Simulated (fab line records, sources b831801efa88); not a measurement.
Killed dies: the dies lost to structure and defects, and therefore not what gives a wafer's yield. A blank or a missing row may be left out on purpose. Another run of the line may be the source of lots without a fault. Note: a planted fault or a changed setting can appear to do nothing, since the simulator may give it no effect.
Chamber matching / flow sfqLine / SFQ_TRILAYER_I4_DEP_PECVD_099 on pecvd-02: 3 sister chambers
The step deposits SiO2 from SiH4/N2O, time 111.11 s, target thk 500 nm. 6 wafers are shown with their chamber, then 8 later ones without.

== EACH WAFER AND ITS CHAMBER ==
wafer=L785.1; chamber=0; heaterPowerW (W)=75; throttleValvePct (%)=24.1
wafer=L785.3; chamber=1; heaterPowerW (W)=72; throttleValvePct (%)=22.5
wafer=L788.1; chamber=1; heaterPowerW (W)=83; throttleValvePct (%)=22.0
wafer=L788.4; chamber=2; heaterPowerW (W)=99; throttleValvePct (%)=23.1
wafer=L788.6; chamber=0; heaterPowerW (W)=80; throttleValvePct (%)=24.0
wafer=L794.2; chamber=2; heaterPowerW (W)=102; throttleValvePct (%)=23.6

== WAFERS WITHOUT THEIR CHAMBER ==
wafer=L794.3; heaterPowerW (W)=102; throttleValvePct (%)=23.7
wafer=L794.4; heaterPowerW (W)=83; throttleValvePct (%)=24.2
wafer=L797.1; heaterPowerW (W)=85; throttleValvePct (%)=22.7
wafer=L797.3; heaterPowerW (W)=81; throttleValvePct (%)=24.3
wafer=L797.4; heaterPowerW (W)=85; throttleValvePct (%)=24.1
wafer=L798.3; heaterPowerW (W)=79; throttleValvePct (%)=22.6
wafer=L798.5; heaterPowerW (W)=94; throttleValvePct (%)=23.9
wafer=L798.6; heaterPowerW (W)=75; throttleValvePct (%)=24.3

== THE CHAMBER EACH PASSED THROUGH ==
wafer=L794.3; from the rows above=2; in truth=2
wafer=L794.4; from the rows above=0; in truth=0
wafer=L797.1; from the rows above=can't be placed: 1 or 2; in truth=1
wafer=L797.3; from the rows above=0; in truth=0
wafer=L797.4; from the rows above=0; in truth=0
wafer=L798.3; from the rows above=1; in truth=1
wafer=L798.5; from the rows above=can't be placed: 2 or 0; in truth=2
wafer=L798.6; from the rows above=0; in truth=0
Correctly placed: 6 of 8. These rows do not allow placing 2 (true chamber among the candidates in 2). 0 placed wrongly.
How it was worked out, from the rows above alone: a wafer's distance from a chamber is the root of the sum, over the readings, of the square of ((its reading less the chamber's mean) divided by the reading's scatter). If the next closest chamber is less than 2 further off than the closest, the wafer can't be placed; otherwise it belongs to the closest. The mean given for a chamber averages the wafers shown for that chamber. The scatter is the square root of a quotient: the sum, over the shown wafers, of each reading's squared deviation from its chamber's mean, divided by wafers minus chambers.
